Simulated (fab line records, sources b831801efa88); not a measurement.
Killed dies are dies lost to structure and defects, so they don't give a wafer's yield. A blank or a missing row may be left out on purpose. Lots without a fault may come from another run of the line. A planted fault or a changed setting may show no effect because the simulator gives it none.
Chamber matching | flow sky130 | SKY_POLY_CUT_ETCH_11 on rie_diel-01: 4 sister chambers
The step etches Si3N4 in CF4/CH2F2/Ar, stops on poly-Si, time 42.5 s, target depth 60 nm. 4 wafers are shown with their chamber, then 7 later ones without.

WAFERS WITH THEIR CHAMBER
wafer  | chamber | rf_fwd_power_W (W)
L659.2 | 2       | 595.4
L659.5 | 0       | 592.8
L663.2 | 1       | 588.2
L663.3 | 3       | 588.9

WAFERS WITHOUT THEIR CHAMBER
wafer  | rf_fwd_power_W (W)
L663.4 | 588.0
L666.1 | 592.5
L666.4 | 589.6
L666.5 | 593.8
L667.1 | 591.4
L667.2 | 592.5
L667.5 | 591.7

WHICH CHAMBER EACH WENT THROUGH
wafer  | from the rows above     | in truth
L663.4 | can't be placed: 1 or 3 | 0
L666.1 | 0                       | 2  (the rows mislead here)
L666.4 | can't be placed: 3 or 1 | 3
L666.5 | can't be placed: 0 or 2 | 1
L667.1 | can't be placed: 0 or 3 | 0
L667.2 | 0                       | 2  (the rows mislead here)
L667.5 | 0                       | 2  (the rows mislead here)
Placed correctly: 0 of 7. Can't be placed from these rows: 4 (the true chamber is among the candidates in 2). Placed wrongly: 3.
How it was worked out, from the rows above alone: a wafer's distance from a chamber is the root of the sum, over the readings, of the square of ((its reading less the chamber's mean) divided by the reading's scatter). The wafer belongs to the nearest chamber; if the next one is less than 2 further off, it can't be placed. A chamber's mean is the mean of its shown wafers. The scatter: with one shown wafer a chamber, the root of the mean of the squares of how far each hidden wafer lies from its nearest shown one.
